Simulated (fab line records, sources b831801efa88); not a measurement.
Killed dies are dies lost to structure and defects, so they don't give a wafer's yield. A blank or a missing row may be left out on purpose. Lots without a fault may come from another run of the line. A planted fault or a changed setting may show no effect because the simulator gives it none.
A struck lot beside a sound one | flow sky130 | 14 steps out of a route of 708
Sound: wafers L391.1, L391.4, L391.6. Struck: wafers L397.1, L397.3, L397.5. The cause comes at the end.
At each step with rows: each side's tool, then ch and its chambers, then its first start. Under that, the readings that differ: sound wafers | struck wafers | difference of the means | sigmas: that difference in standard deviations of wafers without a fault.
alike: readings whose means differ by less than 2 such deviations, and words and numbers that are the same on both sides. not compared: withheld readings, readings that some wafer has no value for, bounds like >300 that may hide the same value, and numbers for which the record gives no deviation and whose values overlap.
The two part at a step that has a row with sigmas, a row that says differs or no value, or rows on one side only. Numbers that don't overlap but have no deviation are shown without sigmas and don't part them. A reading that every wafer of one side lacks parts them only if that side has two wafers or more.

first, 3 steps without rows for these wafers: SKY_LDD_HVP_EXPOSE_04 (exposes mask HVPTM, target cd 700 nm); SKY_LDD_HVP_PEB_05; SKY_LDD_HVP_DEVELOP_06 (develop time 60 s).
SKY_LDD_HVP_OVL_MEAS_07:
  sound on overlay-01, day 23 03:04; struck on overlay-02, day 25 05:25
  alike: LDD_HVP_OVL
then, 1 step without rows for these wafers: SKY_LDD_HVP_IMPLANT_08.
SKY_LDD_HVP_STRIP_09: strips in O2/N2.
  sound on plasma_asher-04 ch 0,1, day 23 03:15; struck on plasma_asher-04 ch 0, day 25 05:35
  alike: drypump_motor_current_A, oes_product_au, strip_time_to_endpoint_s
  not compared: rf_hours_counter_h
SKY_LDD_HVP_TW_MEAS_10:
  sound on film_metro-02, day 23 03:21; struck on film_metro-01, day 25 05:41
  reading    | sound       | struck      | difference | sigmas
  LDD_HVP_TW | 462 464 464 | 454 454 455 | -9         | -2
then, 5 steps without rows for these wafers: SKY_LDD_LDN_DEHYDRATE_00 (time 60 s); SKY_LDD_LDN_HMDS_01 (prime time 60 s); SKY_LDD_LDN_COAT_02 (resist thk 1140 nm); SKY_LDD_LDN_SOFTBAKE_03 (time 60 s); SKY_LDD_LDN_EXPOSE_04 (exposes mask LDNTM, target cd 700 nm).
SKY_LDD_LDN_PEB_05:
  sound on litho_track-03 ch 0, day 24 08:38; struck on litho_track-03, day 26 10:13
  reading         | sound          | struck | difference                    | sigmas
  exhaust_pa (Pa) | 44.5 45.8 44.5 | - - -  | no value on the struck wafers |
  not compared: chill_plate_temp_C
then, 1 step without rows for these wafers: SKY_LDD_LDN_DEVELOP_06 (develop time 60 s).

WHERE THEY PART
First at SKY_LDD_HVP_TW_MEAS_10; last, within this record, at SKY_LDD_LDN_PEB_05.

WHY: what the simulator had put in
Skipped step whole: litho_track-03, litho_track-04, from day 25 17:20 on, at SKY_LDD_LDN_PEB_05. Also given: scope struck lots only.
